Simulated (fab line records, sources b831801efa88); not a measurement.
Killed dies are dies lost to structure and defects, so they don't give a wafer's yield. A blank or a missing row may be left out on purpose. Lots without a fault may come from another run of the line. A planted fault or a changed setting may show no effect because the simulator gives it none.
Split-lot experiment | flow sfq_line | 5 lots, 23 wafers read, on a route of 325 steps

THE SPLIT
At SFQ_TRILAYER_I6_VIA_BARC_OPEN_VIA_ETCH_235 (etches BARC in O2, target depth 125 nm, time 41.7 s), the setting time_s was moved away from the recipe's 41.7 s on 7 of the 23 wafers read, by -10.5% to +10.0%. The other wafers ran this setting at the recipe's value.

The file shows no step between the split and the reading.

THE READING
KrF_of_TRILAYER_I6_VIA_LITHO_COAT_169.thk_nm (the simulator's own value, which no gauge read), in nm, at SFQ_TRILAYER_I6_VIA_ETCH_VIA_ETCH_172 (etches SiO2 in CHF3, stops on Nb, target depth 260 nm). The file gives no usual value for it. The 16 wafers here that ran the recipe average 530.3 nm, standard deviation 1.7 nm.

wafer  | tool, chamber at the split | time_s as run, s | against the recipe | KrF_of_TRILAYER_I6_VIA_LITHO_COAT_169.thk_nm, nm | against lot-mates on the recipe
L074.4 | rie_diel-04, 2             | 41.7             | recipe             | 529.1                                            | -
L074.5 | rie_diel-04, 1             | 41.7             | recipe             | 529.4                                            | -
L074.6 | rie_diel-04, 0             | 41.7             | recipe             | 532.2                                            | -
L077.1 | rie_diel-03, 1             | 41.7             | recipe             | 533.6                                            | -
L077.3 | rie_diel-03, 2             | 45.87            | +10.0%             | 528.4                                            | -4.3
L077.4 | rie_diel-03, 3             | 45.87            | +10.0%             | 528.2                                            | -4.5
L077.5 | rie_diel-03, 2             | 45.87            | +10.0%             | 528.3                                            | -4.4
L077.6 | rie_diel-03, 1             | 41.7             | recipe             | 531.7                                            | -
L081.1 | rie_diel-02, 3             | 41.7             | recipe             | 532.6                                            | -
L081.2 | rie_diel-02, 2             | 37.33            | -10.5%             | 538.1                                            | +6.7
L081.3 | rie_diel-02, 0             | 37.33            | -10.5%             | 538.6                                            | +7.2
L081.4 | rie_diel-02, 1             | 41.7             | recipe             | 530.3                                            | -
L081.6 | rie_diel-02, 3             | 41.7             | recipe             | 531.2                                            | -
L084.1 | rie_diel-03, 1             | 41.7             | recipe             | 528.8                                            | -
L084.2 | rie_diel-03, 0             | 37.94            | -9.0%              | 531.3                                            | +2.8
L084.5 | rie_diel-03, 1             | 37.94            | -9.0%              | 531.3                                            | +2.8
L084.3 | rie_diel-03, 2             | 41.7             | recipe             | 528.9                                            | -
L084.6 | rie_diel-03, 0             | 41.7             | recipe             | 527.8                                            | -
L085.1 | rie_diel-02, 1             | 41.7             | recipe             | 528.3                                            | -
L085.2 | rie_diel-02, 0,3           | 41.7             | recipe             | 529.4                                            | -
L085.3 | rie_diel-02, 2             | 41.7             | recipe             | 531.2                                            | -
L085.5 | rie_diel-02, 0,3           | 41.7             | recipe             | 528.5                                            | -
L085.6 | rie_diel-02, 0             | 41.7             | recipe             | 531.4                                            | -
Where a row lists several chambers, the file gives one row for several wafers and doesn't say which wafer went through which chamber.

THE FIT
A straight line over all 23 wafers: KrF_of_TRILAYER_I6_VIA_LITHO_COAT_169.thk_nm changes by -0.357 nm for each +1% of time_s; r = -0.69; the points scatter about the line by 2.1 nm.
The same after taking each lot's own level away (the mean of its wafers on the recipe; 23 wafers): -0.479 nm for each +1%; r = -0.91; scatter 1.2 nm.
On that fit, the largest move of time_s shifts the reading by 5 nm.
The lots' own levels span 528.50 to 532.65 nm, that is 2.5 times the standard deviation above.
So the lot-to-lot level blurs the effect unless lot-mates are compared.
Check: with one of the wafers moved furthest among these (-10.5%) left out of the fit, the line predicts +4.72 nm for it against its lot-mates. It came out at +6.73 nm against them.

THE WHOLE CHAIN: every reading that the file lists as answering this split, in the file's order
step                                       | what it does                                          | reading                                                                                       | change (the file's fit)               | r (the file's)
SFQ_TRILAYER_I6_VIA_BARC_OPEN_VIA_ETCH_235 | etches BARC in O2, target depth 125 nm, time 41.7 s   | KrF_of_TRILAYER_I6_VIA_LITHO_COAT_169.thk_nm (the simulator's own value, which no gauge read) | -0.52 nm for each +1% of the setting  | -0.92
SFQ_TRILAYER_I6_VIA_ETCH_VIA_ETCH_172      | etches SiO2 in CHF3, stops on Nb, target depth 260 nm | KrF_of_TRILAYER_I6_VIA_LITHO_COAT_169.thk_nm (the simulator's own value, which no gauge read) | -0.485 nm for each +1% of the setting | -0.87

THE FILE'S OWN FIT
KrF_of_TRILAYER_I6_VIA_LITHO_COAT_169.thk_nm changes by -0.485 nm for each +1% of time_s, r = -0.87.
